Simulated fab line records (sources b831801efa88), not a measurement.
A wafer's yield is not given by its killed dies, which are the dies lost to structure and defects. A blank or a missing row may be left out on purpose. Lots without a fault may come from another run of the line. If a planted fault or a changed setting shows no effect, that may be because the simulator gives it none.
Matching of chambers | flow sky130 | 4 sister chambers for SKY_CONTACT_CMP_04 on cmp-01
The step polishes SiO2. 7 wafers are shown with their chamber, then 7 later ones without.

## EACH WAFER AND ITS CHAMBER
wafer  | chamber | motorCurrentA (A) | timeToEndpointS (s)
L637.2 | 1       | 11.4              | 81
L637.5 | 2       | 12.6              | 96
L637.6 | 1       | 11.3              | 79
L638.4 | 3       | 9.7               | 85
L638.5 | 0       | 12.6              | 84
L640.1 | 0       | 12.6              | 85
L640.2 | 3       | 9.4               | 83

## WAFERS MISSING THEIR CHAMBER
wafer  | motorCurrentA (A) | timeToEndpointS (s)
L640.4 | 11.3              | 82
L642.2 | 13.0              | 83
L642.3 | 11.1              | 80
L642.5 | 11.5              | 78
L645.2 | 11.1              | 83
L645.3 | 13.3              | 87
L645.4 | 11.7              | 91

## CHAMBER TAKEN BY EACH
wafer  | from the rows above          | in truth
L640.4 | 1                            | 1
L642.2 | 0                            | 0
L642.3 | 1                            | 1
L642.5 | 1                            | 1
L645.2 | 1                            | 1
L645.3 | 0                            | 0
L645.4 | can't be placed: 2 or 0 or 1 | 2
Correctly placed: 6 of 7. Cannot be placed on the basis of these rows: 1; the candidates contain the true chamber in 1. 0 placed wrongly.
How it was worked out, from the rows above alone: a wafer's distance from a chamber is the root of the sum, over the readings, of the square of ((its reading less the chamber's mean) divided by the reading's scatter). If the next closest chamber is less than 2 further off than the closest, the wafer can't be placed; otherwise it belongs to the closest. A chamber's mean is the mean of its shown wafers. The scatter is the square root of a quotient: the sum, over the shown wafers, of each reading's squared deviation from its chamber's mean, divided by wafers minus chambers.
